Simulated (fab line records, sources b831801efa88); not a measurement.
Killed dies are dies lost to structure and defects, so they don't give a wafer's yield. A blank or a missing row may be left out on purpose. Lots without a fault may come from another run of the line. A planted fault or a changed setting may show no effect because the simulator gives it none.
fab line records | flow sfq_line
record lots=6 wafers=18 last_day=83
route steps=325 shown I4@167 JJ@178 M5@198 M8@325
lots that met no fault: from a run of the same line without faults
start_h: hours from the record's first day to the start of the lot's first wafer shown | wait_h: hours since the lot's step before | " the same as in the row above | L1.1+2: a row that stands for several wafers | - no value, or no start given | * or withheld: withheld | < > ~ a bound
route shown NAME@n: a module of which the file shows steps, and the number in the route of the first | usual: mean/standard deviation of fault-free wafers | same: alike in all rows | chamber/n: place in a boat | sites: the reading at each site | _std_site: their standard deviation | _edge_site: outer sites' mean less inner sites' | radius_mm: how far each site lies from the wafer's centre | mask NAME#n: copy n | behind: the tool/chamber that last shaped the wafer | hold: why the lot was held/for how many hours/how that ended | device: the transistor (n, p or np) that didn't switch | end of line: the same wafers' tests at the end of the route | a step without rows: its recipe alone | killed: dies lost to structure and defects at the first sort, not the wafer's yield | map: a wafer's dies, x killed, . not, _ none there
set.NAME: the setting as run; set.NAME@STEP: as run at that earlier step | model.NAME: the simulator's own value behind a step, which no gauge read
lots at some steps of the route; a table a step, a row a wafer
services: from which hour (start_h, from the record's first day; less than 0 if before it) a tool's chamber was out of use, for how many hours, and why
## steps
# step SFQ_TRILAYER_I4_VIA_LITHO_COAT_108
# recipe resist=BARC spin_rpm=3000 resist_thk_nm=62
# step SFQ_TRILAYER_I4_VIA_LITHO_COAT_103
# recipe resist=KrF spin_rpm=2974 resist_thk_nm=650
# step SFQ_TRILAYER_I4_VIA_LITHO_SOFTBAKE_107
# recipe temp_c=withheld time_s=withheld resist=KrF
# step SFQ_TRILAYER_I4_VIA_LITHO_EXPOSE_104
# recipe mask_id=I4 na=0.6 source_shape=conventional sigma_outer=0.65 target_cd_nm=700 dose_mj=21.3
# step SFQ_TRILAYER_I4_VIA_LITHO_PEB_106
# recipe peb_temp_c=115 peb_time_s=60 resist=KrF
# step SFQ_TRILAYER_I4_VIA_LITHO_DEVELOP_105
# recipe time_s=60 resist=KrF
# step SFQ_I4_OVL_MEAS_928
# usual I4_OVL=0/5.2
# columns lot.wafer tool chamber start_h wait_h I4_OVL[nm]
L290.1 overlay-01 - 955.25 0.1 -6
L290.2 " - " " 1
L290.6 " - " " -8
L293.3 overlay-02 - 979.26 0.1 4
L293.4 " - " " 2
L293.6 " - " " 1
L296.3 overlay-02 - 1023.50 0.1 -9
L296.5 " - " " -7
L296.6 " - " " -6
L306.2 overlay-02 - 1105.51 0.1 2
L306.5 " - " " -6
L306.6 " - " " -4
L307.1 overlay-01 - 1112.73 0.1 5
L307.5 " - " " 6
L307.6 " - " " 3
L308.1 overlay-02 - 1125.40 0.1 10
L308.2 " - " " 8
L308.6 " - " " 8
# step SFQ_TRILAYER_I4_VIA_BARC_OPEN_VIA_ETCH_146
# recipe mask_material=PR chemistry=O2 target_depth_nm=125 target=BARC source_w=500 bias_w=80 pressure_mtorr=30 time_s=41.7
# usual drypump_motor_current_A=5.76/0.29 oes_product_au=0.685/0.0047
# same time_s=41.7
# columns lot.wafer tool chamber start_h wait_h drypump_motor_current_A oes_product_au rf_hours_counter_h
L290.1 rie_diel-04 1 955.28 0.0 6.05 0.684 5
L290.2 " 2 " " 5.97 0.681 16
L290.6 " 3 " " 5.91 0.689 -
L293.3 rie_diel-04 0 979.28 0.0 5.48 0.676 4
L293.4 " 2 " " 5.97 0.684 16
L293.6 " 3 " " 5.93 0.680 -
L296.3 rie_diel-01 0 1023.54 0.0 6.02 0.688 -
L296.5 " 0 " " 6.05 0.689 -
L296.6 " 2 " " 5.55 0.680 -
L306.2 rie_diel-01 3 1105.54 0.0 5.71 0.694 3
L306.5 " 2 " " 5.52 0.690 -
L306.6 " 3 " " 5.67 0.695 -
L307.1 rie_diel-04 1 1112.77 0.0 6.09 0.684 7
L307.5 " 0 " " 5.48 0.686 -
L307.6 " 1 " " 6.08 0.686 -
L308.1 rie_diel-02 0 1125.43 0.0 5.53 0.688 13
L308.2 " 1 " " 5.97 0.679 17
L308.6 " 1 " " 5.96 0.682 -
# step SFQ_TRILAYER_I4_VIA_ETCH_VIA_ETCH_106
# recipe target=SiO2 stop_on=Nb mask_material=PR taper_deg=20 chemistry=CHF3 target_depth_nm=260 source_w=500 bias_w=80 pressure_mtorr=30 time_s=withheld
# usual drypump_motor_current_A=5.76/0.29 oes_product_au=0.855/0.005
# columns lot.wafer tool chamber start_h wait_h drypump_motor_current_A oes_product_au
L290.1 rie_diel-04 1 955.32 0.0 6.05 0.858
L290.2 " 2 " " 5.96 0.857
L290.6 " 3 " " 5.92 0.850
L293.3 rie_diel-04 0 979.32 0.0 5.49 0.853
L293.4 " 2 " " 5.97 0.852
L293.6 " 3 " " 5.91 0.853
L296.3 rie_diel-01 0 1023.64 0.1 6.02 0.861
L296.5 " 0 " " 6.02 0.854
L296.6 " 2 " " 5.58 0.857
L306.2 rie_diel-01 3 1105.58 0.0 5.70 0.843
L306.5 " 2 " " 5.53 0.851
L306.6 " 3 " " 5.71 0.846
L307.1 rie_diel-04 1 1112.81 0.0 6.08 0.858
L307.5 " 0 " " 5.50 0.849
L307.6 " 1 " " 6.13 0.851
L308.1 rie_diel-02 0 1125.47 0.0 5.59 0.851
L308.2 " 1 " " 5.97 0.853
L308.6 " 1 " " 5.98 0.841
# step SFQ_TRILAYER_I4_VIA_STRIP_STRIP_107
# recipe gas=O2 power_w=200 platen_temp_c=40 overash_fraction=0.65 chemistry=O2 pressure_mtorr=50
# step SFQ_TRILAYER_I4_VIA_STRIP_SOLV_CLEAN_108
# recipe chemistry=NMP temp_c=70 time_s=600
# step SFQ_TRILAYER_JJ_TRILAYER_DEP_PRE_CLEAN_113
# recipe gas=Ar time_s=22.5 bias_v=250
# step SFQ_TRILAYER_JJ_TRILAYER_DEP_SPUTTER_109
# recipe material=Nb base_pressure_pa=1.33e-06 chamber_pressure_pa=0.1333 substrate_temp_c=20 target_thk_nm=150 power_w=2000 time_s=100
# usual throttle_valve_pct=29.8/0.98
# columns lot.wafer tool chamber start_h wait_h throttle_valve_pct model.Nb_of_TRILAYER_JJ_TRILAYER_DEP_SPUTTER_109.thk_nm
L290.1 pvd_sputter-06 - 956.24 0.0 30.3 150.3
L290.2 " - " " 30.3 150.8
L290.6 " - " " 28.3 150
L293.3 pvd_sputter-06 - 980.24 0.0 28.5 151.2
L293.4 " - " " 29.0 151.2
L293.6 " - " " 28.2 150.7
L296.3 pvd_sputter-04 - 1024.55 0.0 30.6 150.1
L296.5 " - " " 28.3 149.7
L296.6 " - " " 30.8 148.7
L306.2 pvd_sputter-04 - 1106.51 0.0 28.1 141
L306.5 " - " " 28.3 142.2
L306.6 " - " " 30.6 141.1
L307.1 pvd_sputter-04 - 1113.72 0.0 28.6 140.3
L307.5 " - " " 28.4 139.9
L307.6 " - " " 30.6 140.1
L308.1 pvd_sputter-03 - 1126.42 0.0 30.3 152.9
L308.2 " - " " 30.1 151.8
L308.6 " - " " 29.4 152.6
# step SFQ_TRILAYER_JJ_TRILAYER_DEP_SPUTTER_110
# recipe material=Al base_pressure_pa=1.33e-06 target_thk_nm=8 power_w=500 time_s=10 chamber_pressure_pa=0.4
# usual throttle_valve_pct=29.8/1
# same time_s=10
# columns lot.wafer tool chamber start_h wait_h throttle_valve_pct
L290.1 pvd_sputter-06 - 956.31 0.0 30.7
L290.2 " - " " 30.6
L290.6 " - " " 28.0
L293.3 pvd_sputter-06 - 980.31 0.0 28.0
L293.4 " - " " 29.0
L293.6 " - " " 28.3
L296.3 pvd_sputter-04 - 1024.63 0.0 30.9
L296.5 " - " " 28.3
L296.6 " - " " 30.7
L306.2 pvd_sputter-04 - 1106.58 0.0 28.0
L306.5 " - " " 28.4
L306.6 " - " " 30.3
L307.1 pvd_sputter-04 - 1113.79 0.0 28.2
L307.5 " - " " 28.1
L307.6 " - " " 31.0
L308.1 pvd_sputter-03 - 1126.50 0.0 30.4
L308.2 " - " " 30.0
L308.6 " - " " 29.7
# step SFQ_TRILAYER_JJ_TRILAYER_DEP_AL_OXIDATION_111
# recipe pressure_mbar=0.014667 oxidation_time_s=600 temperature_k=293
# step SFQ_TRILAYER_JJ_TRILAYER_DEP_SPUTTER_112
# recipe material=Nb base_pressure_pa=1.33e-06 chamber_pressure_pa=0.1333 substrate_temp_c=20 target_thk_nm=170 power_w=2000 time_s=110.3
# step SFQ_JJ_RS_MEAS_929
# recipe thk_meas_gauge=four-point-probe reads=Nb_of_TRILAYER_JJ_TRILAYER_DEP_SPUTTER_112
# usual JJ_NB_RS=1.081/0.011
# columns lot.wafer tool chamber start_h wait_h JJ_NB_RS[ohm/sq]
L290.1 film_metro-03 - 957.41 0.0 1.081
L290.2 " - " " 1.071
L290.6 " - " " 1.089
L293.3 film_metro-03 - 981.45 0.1 1.095
L293.4 " - " " 1.092
L293.6 " - " " 1.103
L296.3 film_metro-02 - 1025.77 0.1 1.070
L296.5 " - " " 1.070
L296.6 " - " " 1.070
L306.2 film_metro-03 - 1107.70 0.1 1.061
L306.5 " - " " 1.065
L306.6 " - " " 1.073
L307.1 film_metro-04 - 1114.90 0.0 1.083
L307.5 " - " " 1.077
L307.6 " - " " 1.086
L308.1 film_metro-02 - 1127.60 0.0 1.084
L308.2 " - " " 1.095
L308.6 " - " " 1.101
# step SFQ_TRILAYER_JJ_CE_LITHO_COAT_119
# recipe resist=BARC spin_rpm=3000 resist_thk_nm=62
# step SFQ_TRILAYER_JJ_CE_LITHO_COAT_114
# recipe resist=KrF spin_rpm=3000 resist_thk_nm=600
# step SFQ_TRILAYER_JJ_CE_LITHO_SOFTBAKE_118
# recipe temp_c=withheld time_s=withheld resist=KrF
# step SFQ_TRILAYER_JJ_CE_LITHO_EXPOSE_115
# recipe mask_id=J5 na=0.6 source_shape=conventional sigma_outer=0.65 target_cd_nm=700 dose_mj=14.4
# step SFQ_TRILAYER_JJ_CE_LITHO_PEB_117
# recipe peb_temp_c=115 peb_time_s=60 resist=KrF
# step SFQ_TRILAYER_JJ_CE_LITHO_DEVELOP_116
# recipe time_s=60 resist=KrF
# step SFQ_JJ_OVL_MEAS_931
# usual J5_OVL=-1/4.8
# columns lot.wafer tool chamber start_h wait_h J5_OVL[nm]
L290.1 overlay-02 - 1097.89 0.1 -3
L290.2 " - " " -5
L290.6 " - " " -11
L293.3 overlay-02 - 1126.70 0.1 1
L293.4 " - " " 0
L293.6 " - " " 2
L296.3 overlay-02 - 1167.85 0.1 -2
L296.5 " - " " -11
L296.6 " - " " -7
L306.2 overlay-01 - 1247.50 0.1 -1
L306.5 " - " " 0
L306.6 " - " " -6
L307.1 overlay-02 - 1252.30 0.1 5
L307.5 " - " " 7
L307.6 " - " " 3
L308.1 overlay-01 - 1258.30 0.1 3
L308.2 " - " " -2
L308.6 " - " " 5
# step SFQ_TRILAYER_JJ_CE_METRO_MEASURE_117
# step SFQ_TRILAYER_JJ_CE_BARC_OPEN_RIE_150
# recipe mask_material=PR chemistry=O2 target_depth_nm=240 target=BARC icp_w=600 bias_w=80 pressure_mtorr=10 time_s=80
# usual drypump_motor_current_A=5.3/0.31 oes_product_au=0.537/0.0046
# same time_s=80
# columns lot.wafer tool chamber start_h wait_h drypump_motor_current_A oes_product_au rf_hours_counter_h
L290.1 rie_metal-01 1 1099.12 1.0 5.6 0.537 36
L290.2 " 0 " " 5.2 0.533 56
L290.6 " 0 " " 5.2 0.540 -
L293.3 rie_metal-01 0 1127.95 0.6 5.2 0.531 -
L293.4 " 1 " " 5.6 0.543 -
L293.6 " 0 " " 5.2 0.541 -
L296.3 rie_metal-03 1 1169.11 0.6 5.8 0.538 -
L296.5 " 0 " " 4.8 0.537 -
L296.6 " 1 " " 5.7 0.538 -
L306.2 rie_metal-03 1 1248.77 0.8 5.8 0.536 -
L306.5 " 1 " " 5.8 0.538 -
L306.6 " 1 " " 5.7 0.540 -
L307.1 rie_metal-03 0 1253.53 1.0 4.8 0.531 0
L307.5 " 1 " " 5.7 0.533 -
L307.6 " 0 " " 4.8 0.533 -
L308.1 rie_metal-01 1 1259.53 1.0 5.6 0.541 59
L308.2 " 0 " " 5.2 0.531 79
L308.6 " 0 " " 5.2 0.540 -
# step SFQ_TRILAYER_JJ_CE_ETCH_RIE_118
# recipe target=Nb stop_on=Al2O3 mask_material=PR taper_deg=13.257 over_etch_frac=0.15 time_s=97.7 chemistry=SF6 target_depth_nm=170 icp_w=600 bias_w=80 pressure_mtorr=10
# step SFQ_TRILAYER_JJ_ANODIZE_ANODIZE_119
# recipe current_density_ma_cm2=withheld end_current_density_ma_cm2=withheld bath_temp_c=withheld
# step SFQ_TRILAYER_JJ_CE_STRIP_STRIP_120
# recipe gas=O2 power_w=205.8 platen_temp_c=40 overash_fraction=0.65 chemistry=O2 pressure_mtorr=50
# step SFQ_TRILAYER_JJ_CE_STRIP_SOLV_CLEAN_121
# recipe chemistry=NMP temp_c=70 time_s=600
# step SFQ_TRILAYER_M5_LITHO_COAT_128
# recipe resist=BARC spin_rpm=3000 resist_thk_nm=62
# step SFQ_TRILAYER_M5_LITHO_COAT_123
# recipe resist=KrF spin_rpm=3000 resist_thk_nm=600
# step SFQ_TRILAYER_M5_LITHO_SOFTBAKE_127
# recipe temp_c=withheld time_s=withheld resist=KrF
# step SFQ_TRILAYER_M5_LITHO_EXPOSE_124
# recipe mask_id=M5 na=0.6 source_shape=conventional sigma_outer=0.65 target_cd_nm=700 dose_mj=14.4
# step SFQ_TRILAYER_M5_LITHO_PEB_126
# recipe peb_temp_c=115 peb_time_s=60 resist=KrF
# step SFQ_TRILAYER_M5_LITHO_DEVELOP_125
# recipe time_s=60 resist=KrF
# step SFQ_M5_OVL_MEAS_932
# usual M5_OVL=-1/5.4
# columns lot.wafer tool chamber start_h wait_h M5_OVL[nm]
L290.1 overlay-01 - 1239.10 0.1 -2
L290.2 " - " " -1
L290.6 " - " " -3
L293.3 overlay-02 - 1261.91 0.1 12
L293.4 " - " " 7
L293.6 " - " " 10
L296.3 overlay-02 - 1298.35 0.1 -1
L296.5 " - " " -7
L296.6 " - " " -2
L306.2 overlay-01 - 1375.90 0.1 -8
L306.5 " - " " -10
L306.6 " - " " -6
L307.1 overlay-02 - 1384.30 0.1 -6
L307.5 " - " " -1
L307.6 " - " " 0
L308.1 overlay-02 - 1389.10 0.1 1
L308.2 " - " " -4
L308.6 " - " " 1
# step SFQ_TRILAYER_M5_BARC_OPEN_METAL_ETCH_161
# recipe mask_material=PR chemistry=O2 target_depth_nm=125 target=BARC icp_w=600 bias_w=80 pressure_mtorr=10 time_s=41.7
# usual drypump_motor_current_A=5.30/0.28 oes_product_au=0.685/0.0046
# same time_s=41.7
# columns lot.wafer tool chamber start_h wait_h drypump_motor_current_A oes_product_au rf_hours_counter_h
L290.1 rie_metal-02 1 1239.13 0.0 5.26 0.685 99
L290.2 " 0 " " 5.28 0.684 55
L290.6 " 0 " " 5.27 0.689 -
L293.3 rie_metal-04 1 1261.95 0.0 5.44 0.690 -
L293.4 " 0 " " 5.04 0.693 -
L293.6 " 0 " " 5.03 0.688 -
L296.3 rie_metal-02 1 1298.40 0.0 5.30 0.687 -
L296.5 " 0 " " 5.29 0.688 -
L296.6 " 1 " " 5.31 0.680 -
L306.2 rie_metal-03 1 1375.93 0.0 5.72 0.684 52
L306.5 " 1 " " 5.75 0.691 -
L306.6 " 0 " " 4.75 0.681 -
L307.1 rie_metal-02 1 1384.33 0.0 5.27 0.685 121
L307.5 " 1 " " 5.27 0.684 -
L307.6 " 0 " " 5.28 0.689 -
L308.1 rie_metal-04 1 1389.13 0.0 5.46 0.680 1
L308.2 " 0 " " 5.05 0.688 122
L308.6 " 0 " " 5.03 0.691 -
# step SFQ_TRILAYER_M5_ETCH_METAL_ETCH_126
# recipe target=Nb stop_on=SiO2 mask_material=PR over_etch_frac=0.15 time_s=203.2 chemistry=Cl2/BCl3 target_depth_nm=265 icp_w=600 bias_w=80 pressure_mtorr=10
# usual drypump_motor_current_A=5.30/0.28 oes_product_au=0.729/0.0059
# same time_s=203.2
# columns lot.wafer tool chamber start_h wait_h drypump_motor_current_A oes_product_au rf_hours_counter_h model.M5.feature_depth_nm model.etch.depth_nm
L290.1 rie_metal-02 1 1239.19 0.0 5.27 0.719 99 162.4 150.3
L290.2 " 0 " " 5.28 0.732 55 163 150.8
L290.6 " 0 " " 5.27 0.730 - 162.2 150
L293.3 rie_metal-04 1 1262.06 0.1 5.46 0.725 - 163.5 151.2
L293.4 " 0 " " 5.04 0.735 - 163.4 151.2
L293.6 " 0 " " 5.04 0.730 - 162.9 150.7
L296.3 rie_metal-02 1 1298.50 0.1 5.29 0.725 - 162.2 150.1
L296.5 " 0 " " 5.29 0.730 - 162.1 149.7
L296.6 " 1 " " 5.24 0.732 - 160.9 148.7
L306.2 rie_metal-03 1 1375.99 0.0 5.79 0.709 52 153.6 141
L306.5 " 1 " " 5.82 0.708 - 154.7 142.2
L306.6 " 0 " " 4.76 0.706 - 153.6 141.1
L307.1 rie_metal-02 1 1384.39 0.0 5.29 0.707 121 152.4 140.3
L307.5 " 1 " " 5.27 0.706 - 152 139.9
L307.6 " 0 " " 5.28 0.701 - 152.4 140.1
L308.1 rie_metal-04 1 1389.19 0.0 5.43 0.735 1 165.2 152.9
L308.2 " 0 " " 5.03 0.739 122 164.2 151.8
L308.6 " 0 " " 5.05 0.741 - 165 152.6
# step SFQ_TRILAYER_M5_STRIP_STRIP_127
# recipe gas=O2 power_w=200 platen_temp_c=40 overash_fraction=0.65 chemistry=O2 pressure_mtorr=50
# step SFQ_TRILAYER_M5_STRIP_SOLV_CLEAN_128
# recipe chemistry=NMP temp_c=70 time_s=600
# step SFQ_M8_BOW_MEAS_951
# recipe mode=bow
# usual M8_BOW=8/9.6
# columns lot.wafer tool chamber start_h wait_h M8_BOW[um] model.etest.m5.ohm_um model.etest.i4.link_ohm model.etest.m5.ohm_sq model.etest.i5.link_ohm
L290.1 film_metro-01 - 1642.28 0.0 4 1.699 2.17 1.187 2.246
L290.2 " - " " 4 1.688 2.157 1.184 2.255
L290.6 " - " " 9 1.701 2.172 1.19 2.259
L293.3 film_metro-03 - 1672.26 0.0 10 1.688 2.164 1.181 2.248
L293.4 " - " " 19 1.691 2.173 1.181 2.264
L293.6 " - " " 16 1.696 2.167 1.184 2.269
L296.3 film_metro-01 - 1776.92 0.0 5 1.697 2.162 1.189 2.273
L296.5 " - " " -4 1.696 2.179 1.192 2.277
L296.6 " - " " 7 1.712 2.176 1.2 2.274
L306.2 film_metro-04 - 1970.12 0.0 14 1.811 2.258 1.266 2.347
L306.5 " - " " 13 1.799 2.248 1.255 2.336
L306.6 " - " " 18 1.807 2.256 1.265 2.347
L307.1 film_metro-01 - 1973.70 0.0 4 1.822 2.257 1.272 2.349
L307.5 " - " " 8 1.827 2.269 1.276 2.35
L307.6 " - " " -2 1.824 2.265 1.274 2.353
L308.1 film_metro-04 - 1980.90 0.0 -9 1.663 2.153 1.168 2.251
L308.2 " - " " -1 1.679 2.168 1.176 2.274
L308.6 " - " " -10 1.669 2.165 1.17 2.261
## services
# columns tool chamber start_h hours kind
rie_metal-02 1 940.05 16.2 repair
pvd_sputter-04 - 955.15 6.1 repair
rie_diel-01 3 992.13 7.4 repair
rie_diel-01 1 1022.78 6.2 repair
rie_diel-01 3 1023.19 8.4 repair
rie_diel-04 3 1030.86 7.5 repair
rie_metal-04 - 1063.70 2.8 pm
rie_diel-01 1 1075.69 4.3 repair
rie_diel-04 - 1078.93 14.6 pm
rie_metal-02 0 1079.84 5.7 repair
rie_metal-02 - 1097.85 1.4 pm
rie_diel-04 3 1108.28 8.9 repair
pvd_sputter-04 - 1115.49 22.1 repair
pvd_sputter-04 - 1126.03 1.7 repair
pvd_sputter-04 - 1168.86 2.2 repair
rie_diel-04 - 1224.32 0.4 repair
pvd_sputter-04 - 1245.09 2.6 repair
rie_metal-03 - 1297.34 1.4 pm
rie_diel-04 0 1320.45 1.2 repair
rie_metal-02 0 1347.03 1.9 repair
rie_metal-03 0 1348.24 17.1 repair
rie_diel-04 1 1354.50 4.8 repair
rie_metal-02 1 1369.94 8.0 repair
rie_diel-04 - 1387.97 1.5 repair
## key
first_sign step=SFQ_TRILAYER_M5_ETCH_METAL_ETCH_126 reading=oes_product_au direction=down sigmas=3.8 usual=0.729 struck=0.706
effect none on later readings
model_effect step=SFQ_TRILAYER_JJ_TRILAYER_DEP_SPUTTER_109 value=Nb_of_TRILAYER_JJ_TRILAYER_DEP_SPUTTER_109.thk_nm without=150.4 struck=140.8
model_effect step=SFQ_TRILAYER_M5_ETCH_METAL_ETCH_126 value=M5.feature_depth_nm without=162.8 struck=153.1
model_effect step=SFQ_M8_BOW_MEAS_951 value=etest.m5.ohm_um without=1.698 struck=1.815
met_at SFQ_TRILAYER_JJ_TRILAYER_DEP_SPUTTER_109
struck_wafers L306.2,L306.5,L306.6,L307.1,L307.5,L307.6
onset_between 1024.55 1106.51
also_fits SFQ_TRILAYER_JJ_TRILAYER_DEP_SPUTTER_110:pvd_sputter-04,SFQ_TRILAYER_JJ_CE_BARC_OPEN_RIE_150:rie_metal-03
fault kind=process_parameter_drift tool=pvd_sputter-04 chamber=- onset_h=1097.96 steps=SFQ_TRILAYER_JJ_TRILAYER_DEP_SPUTTER_109 channel=target_thk_nm offset=-9.654 shape=step end_h=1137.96 acts_in=these_recipes_only stated=150
